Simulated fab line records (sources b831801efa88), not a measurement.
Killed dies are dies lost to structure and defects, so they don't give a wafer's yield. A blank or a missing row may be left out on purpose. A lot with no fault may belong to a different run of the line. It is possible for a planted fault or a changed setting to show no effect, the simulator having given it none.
A lot that was struck, set against a sound lot ; flow sky130 ; 16 out of 708 route steps
Sound: wafers L686.1, L686.2, L686.4. The struck wafers were L692.4, L692.5, L692.6. At the end, the cause is stated.
At each step with rows: each side's tool, then ch and its chambers, then its first start. Under that, the readings that differ: sound wafers ; struck wafers ; difference of the means ; sigmas: that difference in standard deviations of wafers without a fault.
alike: readings with means less than 2 such deviations apart, plus words and numbers identical on both sides. not compared: withheld readings, readings lacking a value on some wafer, bounds such as >300 that could conceal the same value, and numbers that have no deviation in the record and whose values overlap.
Wherever a step has rows on one side only, a row that says differs or no value, or a row with sigmas, the two part there. Numbers that have no deviation but don't overlap get no sigmas and don't part them. A reading missing from all wafers of one side parts the sides only when that side holds two or more wafers.

first, 5 steps without rows for these wafers: SKY_POLY_GATE_COAT_08 (resist thk 450 nm); SKY_POLY_GATE_SOFTBAKE_09 (time 90 s); SKY_POLY_GATE_EXPOSE_10 (exposes mask P1M, target cd 150 nm); SKY_POLY_GATE_PEB_11; SKY_POLY_GATE_DEVELOP_12 (develop time 60 s).
SKY_POLY_GATE_CD_MEAS_13: target cd 150 nm.
  sound on cd-sem-01 at day 18 05:43; struck on cd-sem-02 at day 20 15:07
  alike: cd-nm
SKY_POLY_GATE_OVL_MEAS_14:
  sound on overlay-02 at day 18 05:50; struck on overlay-01 at day 20 15:12
  alike: POLY_GATE_OVL
SKY_POLY_GATE_ETCH_15: etches BARC in N2/H2, stops on SiO2, time 118.5 s, target depth 110 nm.
  sound on rie-diel-01 ch 0,1,3, day 18 05:52; struck on rie-diel-01 ch 0,2,3, day 20 15:13
  alike: drypump-motor-current-A, oes-product-au, throttle-valve-pct
  not compared: rf-hours-counter-h
SKY_POLY_GATE_ETCH_16: etches Si3N4 in CH3F/O2, stops on poly-Si, time 147.5 s, target depth 75 nm.
  sound on rie-diel-01 ch 0,1,3, day 18 05:57; struck on rie-diel-01 ch 0,2,3, day 20 15:18
  alike: drypump-motor-current-A, oes-product-au, throttle-valve-pct
  not compared: rf-hours-counter-h
SKY_POLY_GATE_ETCH_17: etches poly-Si in HBr/Cl2, stops on SiO2, target depth 180 nm, time 70.5 s.
  sound on rie-si-02 ch 0,2, day 18 06:02; struck on rie-si-01 ch 0,1, day 20 15:23
reading;sound;struck;difference;sigmas
oes-product-au (a.u.);0.974 0.978 0.982;0.991 0.998 0.999;+0.018;+2
  alike: drypump-motor-current-A, throttle-valve-pct
  not compared: rf-hours-counter-h
SKY_POLY_GATE_STRIP_18: strips in O2/N2.
  sound on plasma-asher-02 ch 0,1, day 18 06:06; struck on plasma-asher-03 ch 0,1, day 20 15:29
  alike: drypump-motor-current-A, oes-product-au, strip-time-to-endpoint-s
  not compared: rf-hours-counter-h
then, 1 step without rows for these wafers: SKY_POLY_GATE_CLEAN_19 (cleans in SC1/SC2, time 150 s).
SKY_POLY_GATE_OXIDATION_20: stabilise 600 s, purge 300 s, target thk 4 nm.
  sound on furnace-01 ch 0, day 18 07:38; struck on furnace-01 ch 0, day 20 15:36
reading;sound;struck;difference;sigmas
spike-tc-bottom-C (C);864.5 866.4 863.4;886.0 886.9 885.7;+21.4;+10
spike-tc-centre-C (C);852.0 850.8 851.8;873.4 873.4 874.4;+22.2;+22
spike-tc-lower-C (C);850.5 850.2 850.6;871.9 872.7 873.1;+22.1;+22
spike-tc-top-C (C);864.6 864.6 866.6;888.4 887.7 886.6;+22.3;+8
spike-tc-upper-C (C);846.4 847.0 847.3;869.0 869.7 869.6;+22.5;+19
zone-power-bottom-pct (%);23.5 23.6 23.5;25.2 25.6 24.7;+1.6;+4
model.SiO2_of_POLY_GATE_OXIDATION_20.thk-nm (nm);4.024 4.046 4.027;5.172 5.261 5.153;+1.163;
SKY_POLY_GATE_THK_MEAS_21:
  sound on film-metro-03 at day 18 08:53; struck on film-metro-04 at day 20 16:53
reading;sound;struck;difference;sigmas
POLY_GATE_OXIDATION_THK (nm);3.98 4.01 3.97;5.25 5.24 5.18;+1.24;+17
SKY_POLY_GATE_CD_MEAS_22:
  sound on cd-sem-02 at day 18 08:57; struck on cd-sem-01 at day 20 17:00
  alike: cd-nm
-- record jumps: 28 days separate the struck wafers' starts on either side; left off in module POLY_GATE, taken up again in module PAD_OPEN, whose first shown step is the route's number 708 --
SKY_PAD_OPEN_PROBE_99:
  sound on prober-01 at day 47 03:26; struck on prober-02 at day 48 17:26
reading;sound;struck;difference;sigmas
model.etest.tip-sonos.rs-ohm-sq;2571 2529 2571;2878 2954 2898;+353;
model.etest.tip-p.rs-ohm-sq;6883 6890 6938;7158 7152 7165;+255;
model.etest.tip-n.rs-ohm-sq;444.8 441.4 443.2;467.9 468.7 466.5;+24.6;
model.etest.res-pdiff.rs-ohm-sq;199.3 196.9 197.7;200.9 200.4 201.7;+3.0;
model.etest.res-ndiff.rs-ohm-sq;121.4 121.2 121.5;122 123.3 123.1;+1;
  alike: killed_at_M0_to_M3, killed_at_M4_up, killed-at-contacts, killed-at-front-end, killed-at-other, killed-dies, killed-open, killed-short

## WHERE THEY PART
At SKY_POLY_GATE_ETCH_17 first; at SKY_POLY_GATE_THK_MEAS_21 last (within this record only). Later steps at which nothing parts them and some readings are alike: SKY_POLY_GATE_CD_MEAS_22, SKY_PAD_OPEN_PROBE_99.

WHY: what had been put in by the simulator
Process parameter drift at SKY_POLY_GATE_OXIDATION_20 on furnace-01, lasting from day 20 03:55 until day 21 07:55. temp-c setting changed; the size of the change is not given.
